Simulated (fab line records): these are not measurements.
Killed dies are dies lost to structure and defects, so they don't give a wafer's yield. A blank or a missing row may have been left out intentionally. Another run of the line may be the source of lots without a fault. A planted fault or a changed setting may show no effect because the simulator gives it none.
fab line records -- flow sky130
record lots=11, wafers=33, lastDay=50
route steps=708 shown METAL2@503 VIA2@521 PAD_OPEN@708
lots that met no fault: from a run of the same line without faults
startH: start of the lot's first displayed wafer, in hours after the record's first day -- waitH: hours since the lot's step before -- " identical to the entry in the row above -- L1.1+2: several wafers, shown together as one row -- - either no value or no given start -- * or withheld: withheld -- < > ~ a bound
route shown NAME@n: names a module that has steps shown in the file, with the first one's number in the route -- usual: average and standard deviation across the fault-free wafers -- same: alike in all rows -- chamber/n: place in a boat -- sites: readings site by site -- _std_site: the standard deviation of these -- _edge_site: the outer-site mean with the inner-site mean subtracted -- radiusMm: for every site, how far away it sits from the centre of the wafer -- mask NAME#n: copy n -- behind: the most recent tool/chamber to have shaped the wafer -- hold: reason for holding the lot/hours on hold/outcome of the hold -- device: the transistor (n, p or np) that didn't switch -- end of line: the route-end tests of the same wafers -- for a step that has no rows: nothing shown but its recipe -- killed: dies that structure and defects cost at the first sort, which is not the same as the wafer's yield -- map: per-die view of a wafer (x killed, . not killed, _ where there is no die)
set.NAME: the setting as run; set.NAME@STEP: as run at that earlier step -- model.NAME: the simulator's own value behind a step, which no gauge read
route steps across a sampled set of lots; one table per step, one row per wafer
services: when a tool's chamber went out of use (startH, in hours from the record's first day, below 0 if earlier), for how many hours, and the reason
## steps
# step SKY_METAL2_STRIP_20
# recipe chemistry=O2/N2, powerW=1400, pressureMtorr=1500, platenTempC=withheld, o2FlowSccm=3000, n2FlowSccm=300, overashFraction=0.5
# usual drypumpMotorCurrentA=5.5/0.4, n2FlowSccm=299.9/0.87, oesProductAu=0.343/0.0058, stripTimeToEndpointS=2.70/0.079
lot.wafer,tool,chamber,startH,waitH,drypumpMotorCurrentA,n2FlowSccm,oesProductAu,rfHoursCounterH,stripTimeToEndpointS
L892.3,plasmaAsher-04,1,857.33,0.1,5.1,300.3,0.344,-,2.60
L892.4,plasmaAsher-04,0,857.33,0.1,5.7,300.5,0.337,-,2.61
L892.5,plasmaAsher-04,0,857.33,0.1,5.7,299.1,0.334,-,2.63
L896.1,plasmaAsher-01,0,858.43,0.1,4.9,299.8,0.340,43,2.69
L896.3,plasmaAsher-01,0,858.43,0.1,4.9,298.4,0.343,-,2.72
L896.5,plasmaAsher-01,1,858.43,0.1,5.8,301.1,0.348,-,2.73
L898.1,plasmaAsher-01,0,867.03,0.1,4.9,301.6,0.345,44,2.62
L898.3,plasmaAsher-01,1,867.03,0.1,5.8,299.2,0.328,-,2.66
L898.6,plasmaAsher-01,0,867.03,0.1,4.9,300.7,0.350,-,2.82
L899.3,plasmaAsher-02,1,874.59,0.1,5.4,299.8,0.338,-,2.60
L899.4,plasmaAsher-02,0,874.59,0.1,6.0,300.0,0.344,-,2.81
L899.6,plasmaAsher-02,1,874.59,0.1,5.4,300.5,0.345,-,2.60
L900.1,plasmaAsher-04,1,887.16,0.1,5.0,300.0,0.349,73,2.68
L900.2,plasmaAsher-04,0,887.16,0.1,5.7,299.1,0.343,73,2.61
L900.5,plasmaAsher-04,1,887.16,0.1,5.1,299.1,0.345,-,2.71
L902.2,plasmaAsher-01,0,897.80,0.1,4.9,299.6,0.332,47,2.73
L902.4,plasmaAsher-01,0,897.80,0.1,4.9,299.8,0.341,-,2.61
L902.6,plasmaAsher-01,0,897.80,0.1,4.9,300.1,0.349,-,2.72
L901.3,plasmaAsher-01,1,898.48,0.1,5.8,298.6,0.345,-,2.74
L901.4,plasmaAsher-01,0,898.48,0.1,4.9,298.7,0.346,-,2.78
L901.6,plasmaAsher-01,0,898.48,0.1,4.9,299.5,0.349,-,2.74
L905.1,plasmaAsher-01,0,948.45,0.1,4.9,300.0,0.351,52,2.80
L905.2,plasmaAsher-01,1,948.45,0.1,5.8,300.3,0.335,52,2.66
L905.4,plasmaAsher-01,1,948.45,0.1,5.8,299.6,0.348,-,2.65
L908.1,plasmaAsher-04,0,953.30,0.1,5.7,298.2,0.341,80,2.60
L908.3,plasmaAsher-04,1,953.30,0.1,5.0,300.6,0.346,-,2.61
L908.5,plasmaAsher-04,1,953.30,0.1,5.0,300.3,0.338,-,2.61
L910.1,plasmaAsher-02,1,961.43,0.1,5.4,300.2,0.343,114,2.71
L910.3,plasmaAsher-02,1,961.43,0.1,5.4,298.7,0.340,-,2.54
L910.4,plasmaAsher-02,0,961.43,0.1,6.0,299.9,0.339,-,2.72
L911.1,plasmaAsher-01,1,968.76,0.1,5.8,301.0,0.336,53,2.65
L911.3,plasmaAsher-01,1,968.76,0.1,5.8,300.3,0.346,-,2.65
L911.6,plasmaAsher-01,0,968.76,0.1,4.9,300.5,0.344,-,2.65
# step SKY_VIA2_ETCH_14
# recipe chemistry=N2/H2, target=BARC, ionEnergyEv=200, sourceW=500, biasW=100, pressureMtorr=30, n2FlowSccm=100, h2FlowSccm=200, stopOn=SiO2, timeS=45.9, targetDepthA=600
# usual biasW=100.03/0.3, drypumpMotorCurrentA=5.4/0.4, n2FlowSccm=100.0/0.31, oesProductAu=0.855/0.0046, throttleValvePct=13.225/0.0086
lot.wafer,tool,chamber,startH,waitH,biasW,drypumpMotorCurrentA,n2FlowSccm,oesProductAu,rfHoursCounterH,throttleValvePct
L892.3,rieDiel-03,1,884.26,0.0,100.11,4.7,99.7,0.854,15,13.234
L892.4,rieDiel-03,2,884.26,0.0,100.14,5.3,99.6,0.862,17,13.227
L892.5,rieDiel-03,2,884.26,0.0,99.87,5.3,99.8,0.853,-,13.223
L896.1,rieDiel-04,2,885.52,0.0,100.63,5.9,99.8,0.855,17,13.218
L896.3,rieDiel-04,3,885.52,0.0,100.36,5.3,100.0,0.855,24,13.220
L896.5,rieDiel-04,3,885.52,0.0,99.92,5.3,99.6,0.865,-,13.231
L898.1,rieDiel-03,1,894.11,0.0,100.15,4.6,100.2,0.854,16,13.223
L898.3,rieDiel-03,2,894.11,0.0,99.75,5.3,99.7,0.865,17,13.226
L898.6,rieDiel-03,1,894.11,0.0,100.05,4.6,99.8,0.860,-,13.220
L899.3,rieDiel-04,2,901.51,0.0,100.26,5.9,99.5,0.851,17,13.221
L899.4,rieDiel-04,3,901.51,0.0,100.04,5.3,99.8,0.856,24,13.220
L899.6,rieDiel-04,0,901.51,0.0,100.30,5.6,99.8,0.852,-,13.210
L900.1,rieDiel-03,1,913.56,0.0,99.68,4.7,99.7,0.854,16,13.240
L900.2,rieDiel-03,2,913.56,0.0,100.26,5.3,99.7,0.853,18,13.213
L900.5,rieDiel-03,1,913.56,0.0,100.22,4.6,99.7,0.855,-,13.225
L902.2,rieDiel-04,3,924.01,0.0,99.94,5.3,100.1,0.851,25,13.222
L902.4,rieDiel-04,0,924.01,0.0,100.13,5.7,100.3,0.850,6,13.218
L902.6,rieDiel-04,1,924.01,0.0,100.42,5.1,100.4,0.853,-,13.214
L901.3,rieDiel-01,2,924.87,0.0,100.12,4.7,99.9,0.865,7,13.225
L901.4,rieDiel-01,3,924.87,0.0,99.97,5.8,100.3,0.847,8,13.229
L901.6,rieDiel-01,3,924.87,0.0,99.76,5.8,100.6,0.857,-,13.229
L905.1,rieDiel-03,0,972.86,0.0,99.96,5.5,99.6,0.852,3,13.228
L905.2,rieDiel-03,2,972.86,0.0,99.61,5.3,99.7,0.851,20,13.212
L905.4,rieDiel-03,1,972.86,0.0,100.47,4.6,99.6,0.854,18,13.218
L908.1,rieDiel-03,2,978.21,0.0,100.06,5.3,100.2,0.852,20,13.222
L908.3,rieDiel-03,1,978.21,0.0,100.09,4.7,100.4,0.850,18,13.215
L908.5,rieDiel-03,1,978.21,0.0,99.76,4.7,100.0,0.858,-,13.243
L910.1,rieDiel-03,1,985.87,0.0,97.07,4.6,100.0,0.861,18,13.217
L910.3,rieDiel-03,0,985.87,0.0,97.59,5.5,100.4,0.854,4,13.227
L910.4,rieDiel-03,3,985.87,0.0,97.47,5.9,99.8,0.848,10,13.229
L911.1,rieDiel-03,1,993.27,0.0,96.93,4.6,99.7,0.850,19,13.233
L911.3,rieDiel-03,0,993.27,0.0,96.98,5.5,100.8,0.853,4,13.221
L911.6,rieDiel-03,2,993.27,0.0,97.18,5.3,100.2,0.863,-,13.241
# step SKY_VIA2_ETCH_15
# recipe target=SiO2, chemistry=C4F8/O2/Ar, targetDepthNm=546, stopOn=TiN, maskMaterial=KrF-thick, sourceW=1500, biasW=1200, pressureMtorr=40, c4f8FlowSccm=withheld, O2_flow_sccm=6, Ar_flow_sccm=300, timeS=84
# usual biasW=1200/3.9, oesProductAu=0.939/0.0051
lot.wafer,tool,chamber,startH,waitH,biasW,oesProductAu,rfHoursCounterH
L892.3,rieDiel-03,1,884.30,0.0,1197,0.949,15
L892.4,rieDiel-03,2,884.30,0.0,1202,0.931,17
L892.5,rieDiel-03,2,884.30,0.0,1197,0.939,-
L896.1,rieDiel-04,2,885.57,0.0,1205,0.949,17
L896.3,rieDiel-04,3,885.57,0.0,1195,0.935,24
L896.5,rieDiel-04,3,885.57,0.0,1198,0.932,-
L898.1,rieDiel-03,1,894.15,0.0,1201,0.945,16
L898.3,rieDiel-03,2,894.15,0.0,1205,0.937,17
L898.6,rieDiel-03,1,894.15,0.0,1200,0.943,-
L899.3,rieDiel-04,2,901.55,0.0,1195,0.948,17
L899.4,rieDiel-04,3,901.55,0.0,1207,0.934,25
L899.6,rieDiel-04,0,901.55,0.0,1204,0.941,-
L900.1,rieDiel-03,1,913.60,0.0,1201,0.936,16
L900.2,rieDiel-03,2,913.60,0.0,1199,0.938,18
L900.5,rieDiel-03,1,913.60,0.0,1200,0.935,-
L902.2,rieDiel-04,3,924.06,0.0,1205,0.938,25
L902.4,rieDiel-04,0,924.06,0.0,1198,0.941,6
L902.6,rieDiel-04,1,924.06,0.0,1203,0.931,-
L901.3,rieDiel-01,2,924.92,0.0,1208,0.942,7
L901.4,rieDiel-01,3,924.92,0.0,1208,0.939,8
L901.6,rieDiel-01,3,924.92,0.0,1207,0.931,-
L905.1,rieDiel-03,0,972.91,0.0,1197,0.938,3
L905.2,rieDiel-03,2,972.91,0.0,1196,0.934,20
L905.4,rieDiel-03,1,972.91,0.0,1205,0.935,18
L908.1,rieDiel-03,2,978.26,0.0,1201,0.944,20
L908.3,rieDiel-03,1,978.26,0.0,1204,0.940,18
L908.5,rieDiel-03,1,978.26,0.0,1198,0.939,-
L910.1,rieDiel-03,1,985.92,0.0,1200,0.937,18
L910.3,rieDiel-03,0,985.92,0.0,1203,0.936,4
L910.4,rieDiel-03,3,985.92,0.0,1200,0.929,10
L911.1,rieDiel-03,1,993.32,0.0,1200,0.932,19
L911.3,rieDiel-03,0,993.32,0.0,1196,0.935,4
L911.6,rieDiel-03,2,993.32,0.0,1198,0.939,-
# step SKY_VIA2_CMP_24
# recipe stopOn=SiO2, tOverpolishS=20, downForcePsi=3.5, platenRpm=60, targetThkNm=0, padVelocityMS=0.94248
# usual motorCurrentA=11.2/1.4, overpolishRunS=20.001/0.0084, timeToEndpointS=98/5.1
lot.wafer,tool,chamber,startH,waitH,motorCurrentA,overpolishRunS,timeToEndpointS
L892.3,cmp-02,3,885.34,0.0,9.2,20.001,91
L892.4,cmp-02,2,885.34,0.0,13.3,20.003,95
L892.5,cmp-02,3,885.34,0.0,9.7,20.013,90
L896.1,cmp-02,2,886.62,0.1,12.4,20.002,95
L896.3,cmp-02,0,886.62,0.1,9.9,19.984,100
L896.5,cmp-02,2,886.62,0.1,13.6,20.014,93
L898.1,cmp-01,3,895.18,0.1,11.2,19.984,94
L898.3,cmp-01,1,895.18,0.1,13.2,20.010,92
L898.6,cmp-01,0,895.18,0.1,11.9,20.010,102
L899.4,cmp-02,3,902.76,0.1,9.4,19.999,90
L899.3,cmp-02,1,902.76,0.1,11.7,19.992,105
L899.6,cmp-02,2,902.76,0.1,13.0,19.991,101
L900.1,cmp-02,3,914.64,0.1,9.2,20.015,94
L900.2,cmp-02,2,914.64,0.1,13.3,20.006,98
L900.5,cmp-02,3,914.64,0.1,9.0,20.007,97
L902.2,cmp-01,0,925.26,0.1,12.0,19.994,105
L902.4,cmp-01,2,925.26,0.1,11.5,20.004,97
L902.6,cmp-01,0,925.26,0.1,11.3,20.004,103
L901.4,cmp-02,0,926.10,0.1,10.2,20.013,102
L901.3,cmp-02,1,926.10,0.1,12.1,20.004,102
L901.6,cmp-02,0,926.10,0.1,9.4,19.996,98
L905.1,cmp-01,1,974.19,0.3,13.2,19.993,96
L905.4,cmp-01,2,974.19,0.3,11.1,19.999,94
L905.2,cmp-01,3,974.19,0.3,11.1,20.001,101
L908.3,cmp-01,3,979.32,0.0,11.4,20.005,103
L908.1,cmp-01,0,979.32,0.0,11.5,19.997,108
L908.5,cmp-01,0,979.32,0.0,11.7,20.002,102
L910.1,cmp-01,3,986.94,0.1,11.4,20.006,100
L910.3,cmp-01,1,986.94,0.1,12.6,19.983,90
L910.4,cmp-01,2,986.94,0.1,11.8,19.990,94
L911.3,cmp-02,3,994.37,0.0,10.0,19.996,88
L911.1,cmp-02,1,994.37,0.0,12.1,20.004,99
L911.6,cmp-02,0,994.37,0.0,9.8,19.997,95
# step SKY_PAD_OPEN_PROBE_99
# usual defectLimitedYield=82.4/1.9, killed_at_M0_to_M3=45/7.5, killed_at_M4_up=2.8/1.9, killedAtContacts=25/5.5, killedAtFrontEnd=14/4, killedAtOther=0.3/0.75, killedDies=87/9.4, killedOpen=47/6.6, killedShort=39/6.6, sort_bin_3_pad_short=0.9/0.39, sort_bin_5_function=10.4/1.5, sort_bin_6_memory=6.3/1.2, sortNPass=405/9.4, sortYieldPct=82.4/1.9
# same grossDies=492, killedAtBackSide=0, sort_bin_4_leakage[%]=0, sort_bin_8_speed[%]=0
lot.wafer,tool,chamber,startH,waitH,defectLimitedYield[%],killed_at_M0_to_M3,killed_at_M4_up,killedAtContacts,killedAtFrontEnd,killedAtOther,killedDies,killedOpen,killedShort,sort_bin_3_pad_short[%],sort_bin_5_function[%],sort_bin_6_memory[%],sortNPass,sortYieldPct[%]
L900.1,prober-02,-,1133.43,0.1,79.7,48,4,29,19,0,100,61,39,1.0,10.8,8.5,392,79.7
L900.2,prober-02,-,1133.48,0.1,82.7,38,5,23,19,0,85,48,37,0.4,10.0,6.9,407,82.7
L900.5,prober-02,-,1133.63,0.2,79.5,58,4,22,16,1,101,48,53,1.2,12.6,6.7,391,79.5
L902.2,prober-01,-,1138.67,0.1,82.5,48,2,23,13,0,86,52,34,0.8,8.3,8.3,406,82.5
L902.4,prober-01,-,1138.77,0.2,81.7,40,6,20,23,1,90,46,44,0,13.0,5.3,402,81.7
L902.6,prober-01,-,1138.87,0.2,82.3,36,3,30,18,0,87,45,42,1.0,10.4,6.3,405,82.3
L905.1,prober-02,-,1175.18,0.1,84.3,40,4,17,16,0,77,36,41,0.8,8.9,5.9,415,84.3
L905.2,prober-02,-,1175.23,0.1,84.3,33,2,25,17,0,77,35,42,0.8,9.6,5.3,415,84.3
L905.4,prober-02,-,1175.33,0.2,85.0,39,2,21,12,0,74,47,27,0.4,9.3,5.3,418,85.0
L908.1,prober-01,-,1180.96,0.1,81.1,56,1,22,14,0,93,37,56,1.0,11.8,6.1,399,81.1
L908.3,prober-01,-,1181.06,0.2,83.3,34,4,24,20,0,82,46,36,2.0,8.7,5.9,410,83.3
L908.5,prober-01,-,1181.16,0.2,80.7,54,2,25,14,0,95,47,48,1.4,11.0,6.9,397,80.7
L911.1,prober-01,-,1189.52,0.1,81.7,44,7,27,12,0,90,54,36,1.0,10.8,6.5,402,81.7
L911.3,prober-01,-,1189.62,0.2,82.5,47,5,21,12,1,86,50,36,1.0,9.6,6.9,406,82.5
L911.6,prober-01,-,1189.77,0.2,85.6,32,4,21,13,1,71,39,32,0.4,8.3,5.7,421,85.6
# killed by level:class
L900.1 VIA1:geometricParticle:open=12 LI_CONTACT:geometricParticle:open=12 VIA2:geometricParticle:open=8 POLY_GATE:geometricParticle:open=7 CONTACT:geometricParticle:open=7 METAL1:geometricParticle:short=6 CONTACT:geometricParticle:short=5 VIA3:geometricParticle:open=5
L900.2 CONTACT:geometricParticle:open=10 VIA1:geometricParticle:open=9 VIA2:geometricParticle:open=7 LI_CONTACT:geometricParticle:open=6 POLY_GATE:geometricParticle:short=6 METAL2:geometricParticle:short=5 METAL3:geometricParticle:short=5 POLY_GATE:geometricParticle:open=4
L900.5 VIA1:geometricParticle:open=12 METAL2:geometricParticle:short=11 METAL1:geometricParticle:short=8 VIA1:geometricParticle:short=8 POLY_GATE:geometricParticle:short=6 CONTACT:geometricParticle:open=6 LI_CONTACT:geometricParticle:open=6 VIA3:geometricParticle:open=5
L902.2 VIA1:geometricParticle:open=15 CONTACT:geometricParticle:open=11 METAL2:geometricParticle:short=8 VIA3:geometricParticle:open=6 FIELD_ISO:geometricParticle:open=5 VIA2:geometricParticle:open=5 LOCAL_INTERCONNECT:geometricParticle:short=4 POLY_GATE:geometricParticle:short=3
L902.4 CONTACT:geometricParticle:open=9 FIELD_ISO:geometricParticle:open=9 METAL2:geometricParticle:short=9 VIA1:geometricParticle:open=7 VIA3:geometricParticle:open=6 VIA2:geometricParticle:open=6 METAL4:geometricParticle:short=5 CONTACT:geometricParticle:short=5
L902.6 CONTACT:geometricParticle:open=10 LI_CONTACT:geometricParticle:open=9 FIELD_ISO:geometricParticle:open=7 METAL2:geometricParticle:short=7 FIELD_ISO:geometricParticle:short=6 VIA1:geometricParticle:open=6 LOCAL_INTERCONNECT:geometricParticle:short=6 METAL1:geometricParticle:short=5
L905.1 VIA1:geometricParticle:open=10 METAL1:geometricParticle:short=5 CONTACT:geometricParticle:open=5 CONTACT:geometricParticle:short=5 FIELD_ISO:geometricParticle:short=4 LI_CONTACT:geometricParticle:open=4 VIA1:geometricParticle:short=4 METAL2:geometricParticle:short=4
L905.2 CONTACT:geometricParticle:short=9 METAL1:geometricParticle:short=7 CONTACT:geometricParticle:open=7 VIA1:geometricParticle:open=7 FIELD_ISO:geometricParticle:open=5 LOCAL_INTERCONNECT:geometricParticle:short=4 VIA3:geometricParticle:short=4 VIA3:geometricParticle:open=4
L905.4 VIA1:geometricParticle:open=15 CONTACT:geometricParticle:open=7 VIA2:geometricParticle:open=6 LI_CONTACT:geometricParticle:open=5 VIA1:geometricParticle:short=5 POLY_GATE:geometricParticle:open=4 CONTACT:geometricParticle:short=4 VIA3:geometricParticle:open=4
L908.1 METAL1:geometricParticle:short=9 METAL2:geometricParticle:short=8 VIA2:geometricParticle:open=7 CONTACT:geometricParticle:open=6 VIA1:geometricParticle:open=6 CONTACT:geometricParticle:short=5 VIA1:geometricParticle:short=5 VIA2:geometricParticle:short=5
L908.3 VIA1:geometricParticle:open=11 CONTACT:geometricParticle:open=8 LI_CONTACT:geometricParticle:open=6 VIA3:geometricParticle:open=5 POLY_GATE:geometricParticle:open=4 SPACER:geometricParticle:open=4 LI_CONTACT:geometricParticle:short=4 METAL1:geometricParticle:short=4
L908.5 CONTACT:geometricParticle:open=12 VIA1:geometricParticle:open=11 METAL1:geometricParticle:short=7 METAL2:geometricParticle:short=7 VIA1:geometricParticle:short=5 LI_CONTACT:geometricParticle:open=5 LOCAL_INTERCONNECT:geometricParticle:short=5 VIA3:geometricParticle:short=5
L911.1 CONTACT:geometricParticle:open=9 VIA3:geometricParticle:open=9 LI_CONTACT:geometricParticle:open=8 VIA1:geometricParticle:open=8 VIA1:geometricParticle:short=6 METAL4:geometricParticle:short=5 VIA2:geometricParticle:open=5 FIELD_ISO:geometricParticle:short=4
L911.3 VIA1:geometricParticle:open=13 CONTACT:geometricParticle:open=12 VIA3:geometricParticle:open=10 VIA1:geometricParticle:short=8 METAL1:geometricParticle:short=4 VIA2:geometricParticle:open=4 SPACER:geometricParticle:open=3 CONTACT:geometricParticle:short=3
L911.6 CONTACT:geometricParticle:open=8 VIA3:geometricParticle:open=7 LI_CONTACT:geometricParticle:open=6 VIA1:geometricParticle:open=5 CONTACT:geometricParticle:short=5 POLY_GATE:geometricParticle:open=4 METAL1:geometricParticle:short=4 VIA1:geometricParticle:short=4
## services
tool,chamber,startH,hours,kind
rieDiel-04,-,848.34,0.3,repair
rieDiel-04,2,851.27,2.9,repair
cmp-01,-,851.39,2.0,repair
plasmaAsher-04,-,858.12,0.7,repair
cmp-02,-,877.33,2.5,pm
cmp-02,-,880.20,1.4,repair
rieDiel-04,0,887.97,12.9,repair
rieDiel-01,1,888.68,6.7,repair
plasmaAsher-01,-,909.16,2.8,pm
cmp-01,-,912.03,4.0,pm
rieDiel-01,0,914.73,3.9,repair
cmp-01,-,916.03,-,consumableReplace:conditioner
cmp-01,-,916.03,-,consumableReplace:pad
rieDiel-03,2,918.33,1.2,repair
cmp-02,-,922.39,1.6,repair
rieDiel-03,0,922.71,17.3,repair
rieDiel-03,1,933.75,6.1,repair
rieDiel-01,2,955.54,13.3,repair
rieDiel-03,-,965.25,2.8,pm
cmp-02,-,972.86,1.5,repair
plasmaAsher-02,-,981.88,1.0,repair
cmp-01,-,987.77,7.2,pm
plasmaAsher-04,-,990.52,1.8,repair
## key
firstSign step=SKY_VIA2_ETCH_14, reading=biasW, direction=down, sigmas=9.5, usual=100.03, struck=97.20
effect none on later readings
metAt SKY_VIA2_ETCH_14
struckLots L910,L911
notActingAt SKY_METAL2_STRIP_20,SKY_VIA2_ETCH_15,SKY_VIA2_CMP_24
onsetBetween 978.21 985.87
fault kind=processParameterDrift, tool=rieDiel-03, chamber=-, onsetH=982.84, steps=SKY_VIA2_ETCH_14, channel=biasW, offset=-2.7004, shape=step, endH=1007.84, actsIn=theseRecipesOnly, stated=100
